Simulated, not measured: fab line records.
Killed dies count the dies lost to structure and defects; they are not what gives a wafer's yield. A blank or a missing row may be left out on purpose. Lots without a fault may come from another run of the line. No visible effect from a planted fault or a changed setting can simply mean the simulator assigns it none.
A lot that was struck, set against a sound lot + flow sky130 + 16 out of 708 route steps
Sound: wafers L464.2, L464.5, L464.6. Struck: wafer L468.6 (left out: L468.1, L468.4 of the same lot, which were not struck); the cause appears at the end.
At each step with rows: each side's tool, then ch and its chambers, then its first start. Under that, the readings that differ: sound wafers + struck wafers + difference of the means + sigmas: that difference in standard deviations of wafers without a fault.
alike: same words and numbers on both sides, and readings whose means sit less than 2 such deviations apart. not compared: any withheld reading, any reading some wafer has no value for, any bound like >300 that may hide the same value, and any number with overlapping values for which the record gives no deviation.
The two part at a step that has a row with sigmas, a row that says differs or no value, or rows on one side only. Numbers that have no deviation but don't overlap get no sigmas and don't part them. A reading that every wafer of one side lacks parts them only if that side has two wafers or more.

first, 7 steps without rows for these wafers: SKY_METAL3_HMDS_06 (prime time 60 s); SKY_METAL3_COAT_07 (resist thk 60.43 nm); SKY_METAL3_COAT_08 (resist thk 1140 nm); SKY_METAL3_SOFTBAKE_09 (time 90 s); SKY_METAL3_EXPOSE_10 (exposes mask MM3, target cd 300 nm); SKY_METAL3_PEB_11; SKY_METAL3_DEVELOP_12 (develop time 60 s).
SKY_METAL3_CD_MEAS_13 targets a cd of 300 nm.
  struck on cd_sem-01, day 43 03:00; sound on cd_sem-02, day 41 23:31
| reading    | sound             | struck | difference | sigmas |
|------------|-------------------|--------|------------|--------|
| cd_nm (nm) | 299.1 299.2 299.0 | 302.2  | +3.1       | +2     |
SKY_METAL3_OVL_MEAS_14:
  struck on overlay-01, day 43 03:07; sound on overlay-01, day 41 23:38
  alike: METAL3_OVL
SKY_METAL3_DESCUM_15: chemistry O2, time 8 s.
  sound on rie_metal-02 ch 0,1, day 41 23:40; struck on rie_metal-02 ch 0, day 43 03:10
  alike: drypump_motor_current_A, oes_product_au
  not compared: rf_hours_counter_h
SKY_METAL3_ETCH_16: etches BARC in N2/H2, stops on SiO2, time 88.2 s, target depth 60 nm.
  sound on rie_metal-02 ch 0,1, day 41 23:42; struck on rie_metal-02 ch 0, day 43 03:11
  alike: bias_w, drypump_motor_current_A, oes_product_au, throttle_valve_pct
  not compared: rf_hours_counter_h
SKY_METAL3_ETCH_17: etches SiO2 in C4F8/O2/Ar, stops on TiN, time 3.9 s, target depth 15 nm.
  sound on rie_diel-04 ch 2,3, day 41 23:50; struck on rie_diel-04 ch 1, day 43 03:17
  alike: bias_w, oes_product_au
  not compared: rf_hours_counter_h
SKY_METAL3_METAL_ETCH_18: etches the open film in Cl2/BCl3, stops on SiO2, target depth 845 nm, time 183.1 s.
  sound on rie_metal-01 ch 0,1, day 41 23:51; struck on rie_metal-01 ch 0, day 43 03:18
| reading                                       | sound             | struck | difference | sigmas |
|-----------------------------------------------|-------------------|--------|------------|--------|
| bias_w (W)                                    | 48.40 48.37 48.59 | 54.94  | +6.49      | +43    |
| model.KrF-thick_of_METAL3_COAT_08.thk_nm (nm) | 525.1 509.3 520.6 | 498.8  | -19.5      |        |
  alike: drypump_motor_current_A, oes_product_au, throttle_valve_pct
  not compared: rf_hours_counter_h, model.SiO2_of_VIA2_HDPCVD_00.thk_nm
SKY_METAL3_STRIP_19: strips in O2/N2.
  sound on plasma_asher-02 ch 0,1, day 42 00:02; struck on plasma_asher-01 ch 0, day 43 03:29
  alike: drypump_motor_current_A, oes_product_au, strip_time_to_endpoint_s
  not compared: rf_hours_counter_h
then, 1 step without rows for these wafers: SKY_METAL3_STRIP_20 (strips in post etch residue remover, time 1200 s).
SKY_PAD_OPEN_PROBE_99:
  the record has rows for the sound wafers here (prober-01, day 48 14:22) and none for the struck ones

WHERE THEY PART
Last at SKY_PAD_OPEN_PROBE_99 as far as this record goes, first at SKY_METAL3_CD_MEAS_13.

WHY: whatever the simulator had introduced
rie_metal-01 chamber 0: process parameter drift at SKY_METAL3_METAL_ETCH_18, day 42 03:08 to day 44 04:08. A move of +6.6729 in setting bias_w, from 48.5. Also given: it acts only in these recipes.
